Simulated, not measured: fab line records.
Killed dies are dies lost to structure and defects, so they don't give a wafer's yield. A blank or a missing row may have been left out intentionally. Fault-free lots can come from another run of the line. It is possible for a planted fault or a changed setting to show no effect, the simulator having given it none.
A lot that was struck, set against a sound lot -- flow sky130 -- 15 steps out of a route of 708
Sound: these wafers, L836.1, L836.2, L836.3. Wafers struck: L847.1, L847.5, L847.6. The cause is named last.
At each step with rows: each side's tool, then ch and its chambers, then its first start. Under that, the readings that differ: sound wafers -- struck wafers -- difference of the means -- sigmas: that difference in standard deviations of wafers without a fault.
alike: readings with means less than 2 such deviations apart, plus words and numbers identical on both sides. not compared: withheld readings, readings lacking a value on some wafer, bounds such as >300 that could conceal the same value, and numbers that have no deviation in the record and whose values overlap.
The two part at a step that has a row with sigmas, a row that says differs or no value, or rows on one side only. When numbers do not overlap yet have no deviation, they are printed without sigmas and do not part them. A reading that every wafer of one side lacks parts them only if that side has two wafers or more.

first, 6 steps without rows for these wafers: SKY_LDD_N_HMDS_01 (prime time 60 s); SKY_LDD_N_COAT_02 (resist thk 300 nm); SKY_LDD_N_SOFTBAKE_03 (time 60 s); SKY_LDD_N_EXPOSE_04 (exposes mask NTM, target cd 840 nm); SKY_LDD_N_PEB_05; SKY_LDD_N_DEVELOP_06 (develop time 60 s).
SKY_LDD_N_OVL_MEAS_07:
  sound on overlay-01, day 19 11:26; struck on overlay-01, day 22 16:40
  alike: LDD_N_OVL
then, 5 steps without rows for these wafers: SKY_LDD_N_IMPLANT_08; SKY_LDD_N_IMPLANT_09; SKY_LDD_N_IMPLANT_10; SKY_LDD_N_IMPLANT_11; SKY_LDD_N_IMPLANT_12.
SKY_LDD_N_IMPLANT_13:
  sound on implanter-01 ch 0, day 19 12:13; struck on implanter-01 ch 0, day 22 17:27
reading,sound,struck,difference,sigmas
beamEnergyKeV,50.013 49.995 49.991,55.419 55.459 55.416,+5.432,+99 or more
model.implant.rpNm (nm),33.12 33.12 33.12,34.88 34.88 34.88,+1.76,
model.implant.drpNm (nm),18.83 18.83 18.83,20.33 20.33 20.33,+1.50,
  alike: beamOnS
following that, these wafers have no rows for 1 step: SKY_LDD_N_IMPLANT_14.
SKY_PAD_OPEN_PROBE_99:
  rows exist in the record for the sound wafers here (prober-01, day 47 05:07), none for the struck ones

## WHERE THEY PART
First at SKY_LDD_N_IMPLANT_13; last, within this record, at SKY_PAD_OPEN_PROBE_99.

WHY: what the simulator had put in
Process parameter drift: implanter-01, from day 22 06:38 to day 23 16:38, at SKY_LDD_N_IMPLANT_13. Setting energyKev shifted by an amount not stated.
